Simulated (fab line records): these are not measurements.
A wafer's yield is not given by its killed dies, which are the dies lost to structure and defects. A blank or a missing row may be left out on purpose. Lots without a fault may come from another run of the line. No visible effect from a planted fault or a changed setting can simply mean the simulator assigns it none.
A struck lot beside a sound one || flow sky130 || 15 out of 708 route steps
Sound: the wafers L806.2, L806.3, L806.4. The struck wafers were L801.3, L801.4, L801.6. The cause is named last.
Order at every step that has rows: each side's tool, ch and its chambers, its first start. Under that, the readings that differ: sound wafers || struck wafers || difference of the means || sigmas: that difference in standard deviations of wafers without a fault.
alike: a reading whose means differ by less than 2 such deviations, as well as words and numbers matching on both sides. not compared: withheld readings; readings where some wafer has no value; bounds like >300 that might hide an equal value; numbers whose values overlap and for which the record gives no deviation.
A row with sigmas, a row that says differs or no value, or rows on one side alone: a step with any of these is where the two part. Non-overlapping numbers with no deviation appear without sigmas and do not part them. A reading that every wafer of one side lacks parts them only if that side has two wafers or more.

first, 3 steps without rows for these wafers: SKY_SONOS_ONO_WET_ETCH_18 (etches Si3N4 in H3PO4, target depth 15 nm, time 172 s); SKY_GATE_OXIDE_CLEAN_00 (cleans in SC1/SC2, time 150 s); SKY_GATE_OXIDE_OXIDATION_01 (stabilise 600 s, purge 300 s, target thk 10.268 nm).
SKY_GATE_OXIDE_THK_MEAS_02:
  sound on film metro-01, day 18 08:18; struck on film metro-01, day 16 15:11
  alike: GATE_OXIDE_OXIDATION_00_THK
then, 7 steps without rows for these wafers: SKY_GATE_OXIDE_DEHYDRATE_03 (time 60 s); SKY_GATE_OXIDE_HMDS_04 (prime time 60 s); SKY_GATE_OXIDE_COAT_05 (resist thk 1140 nm); SKY_GATE_OXIDE_SOFTBAKE_06 (time 60 s); SKY_GATE_OXIDE_EXPOSE_07 (exposes mask LVOM, target cd 600 nm); SKY_GATE_OXIDE_PEB_08; SKY_GATE_OXIDE_DEVELOP_09 (develop time 60 s).
SKY_GATE_OXIDE_OVL_MEAS_10:
  sound on overlay-01, day 19 13:48; struck on overlay-01, day 17 20:03
  alike: GATE_OXIDE_OVL
SKY_GATE_OXIDE_IMPLANT_11:
  sound on implanter-01 ch 0, day 19 13:51; struck on implanter-02 ch 0, day 17 20:07
{"reading": "beam energy keV", "sound": "9.999 10.001 10.003", "struck": "9.844 9.850 9.847", "difference": -0.154, "sigmas": -50}
{"reading": "model.implant.drp nm (nm)", "sound": "17.11 17.11 17.11", "struck": "16.93 16.93 16.93", "difference": -0.18, "sigmas": ""}
then, 1 step without rows for these wafers: SKY_GATE_OXIDE_WET_ETCH_12 (etches SiO2 in dHF, target depth 16.8 nm, time 336 s).
-- a jump in the record: the struck wafers' starts before and after are 31 days apart (it breaks off in module GATE_OXIDE and resumes in module PAD_OPEN, where the first step shown is number 708 of the route) --
SKY_PAD_OPEN_PROBE_99:
  sound on prober-01, day 49 20:20; struck on prober-02, day 48 17:40
  alike: killed_at_M0_to_M3, killed_at_M4_up, killed at contacts, killed at front end, killed at other, killed dies, killed open, killed short

## WHERE THEY PART
At SKY_GATE_OXIDE_IMPLANT_11 and nowhere else, as far as this record goes. Later steps at which nothing parts them and some readings are alike: SKY_PAD_OPEN_PROBE_99.

WHY: whatever the simulator had introduced
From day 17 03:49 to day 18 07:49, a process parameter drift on implanter-02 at SKY_GATE_OXIDE_IMPLANT_11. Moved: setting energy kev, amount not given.
